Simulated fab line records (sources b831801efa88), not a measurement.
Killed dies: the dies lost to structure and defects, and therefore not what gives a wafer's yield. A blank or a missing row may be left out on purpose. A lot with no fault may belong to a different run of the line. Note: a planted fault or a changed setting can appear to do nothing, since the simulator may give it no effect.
One fault through the eyes of 2 desks / flow gf180mcu / only its own numbers are on each desk; what lay behind them is given at the end

THE METROLOGY DESK
What the gauges read for every lot (on any tool): the sampled wafers with a number, averaged. A lot is out of limits, marked OUT, if its mean lies more than 4 standard deviations from the usual mean; the brackets give that distance.
Columns: A = POLY_GATE_CVD_00_THK at GF_POLY_GATE_THK_MEAS_01, usual 200.3 nm; B = cd_nm at GF_POLY_GATE_CD_MEAS_10, usual 280.0 nm; C = POLY_GATE_OVL at GF_POLY_GATE_OVL_MEAS_11, usual -3 nm
lot=L374; first seen here=day 9 03:19; A=200.3; B=281.2; C=-7
lot=L379; first seen here=day 11 05:35; A=198.8; B=280.7; C=-10
lot=L384; first seen here=day 12 10:28; A=198.9; B=278.8; C=-8
lot=L386; first seen here=day 12 22:31; A=198.1; B=280.6; C=0
lot=L390; first seen here=day 13 20:34; A=202.1; B=279.8; C=-6
lot=L392; first seen here=day 14 13:32; A=201.5; B=280.5; C=-4
lot=L394; first seen here=day 14 23:37; A=198.6; B=281.7; C=3
This desk found nothing out of limits on any of the 7 lots.

DESK OF THE TOOL OWNER: rie_si-01
The tool's own readings at GF_POLY_GATE_ETCH_13 (etches poly-Si in HBr/Cl2, stops on SiO2, target depth 198.5 nm, time 69.6 s): means of the sampled wafers that have a number, for each lot that ran on this tool. A lot is out of limits, marked OUT, if its mean lies more than 4 standard deviations from the usual mean; the brackets give that distance.
Columns: A = bias_w at GF_POLY_GATE_ETCH_13, usual 100.00 W; B = drypump_motor_current_A at GF_POLY_GATE_ETCH_13, usual 5.5 A; C = oes_product_au at GF_POLY_GATE_ETCH_13, usual 0.992 a.u.; D = throttle_valve_pct at GF_POLY_GATE_ETCH_13, usual 33.683 %
lot=L374; first seen here=day 9 21:00; A=99.77; B=5.3; C=0.989; D=33.684
lot=L384; first seen here=day 13 05:42; A=88.97 (-37) OUT; B=5.3; C=0.976; D=33.683
lot=L386; first seen here=day 13 18:20; A=88.97 (-37) OUT; B=5.3; C=0.970; D=33.688
lot=L390; first seen here=day 14 16:59; A=89.21 (-36) OUT; B=5.3; C=0.967; D=33.675
This desk's verdict: out of limits on L384, L386, L390, starting with L384 at day 13 05:42 (bias_w at GF_POLY_GATE_ETCH_13). Within limits: L374.

PUT TOGETHER
An alarm could have come from the tool owner's desk at day 13 05:42, on L384, L386, L390.
Nothing out of limits was seen by the metrology desk.
The metrology desk holds a record of L384, L386, L390, inside its limits.
On rie_si-01, each named lot ran GF_POLY_GATE_ETCH_13.

WHAT THE SIMULATOR PUT IN
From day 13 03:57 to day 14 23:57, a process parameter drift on rie_si-01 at GF_POLY_GATE_ETCH_13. The setting bias_w was moved by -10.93, starting from 100. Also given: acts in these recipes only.
Shown lots that were struck: L384, L386, L390.
Hours from the fault's start to each desk's first reading out of limits: the tool owner's desk, 2.
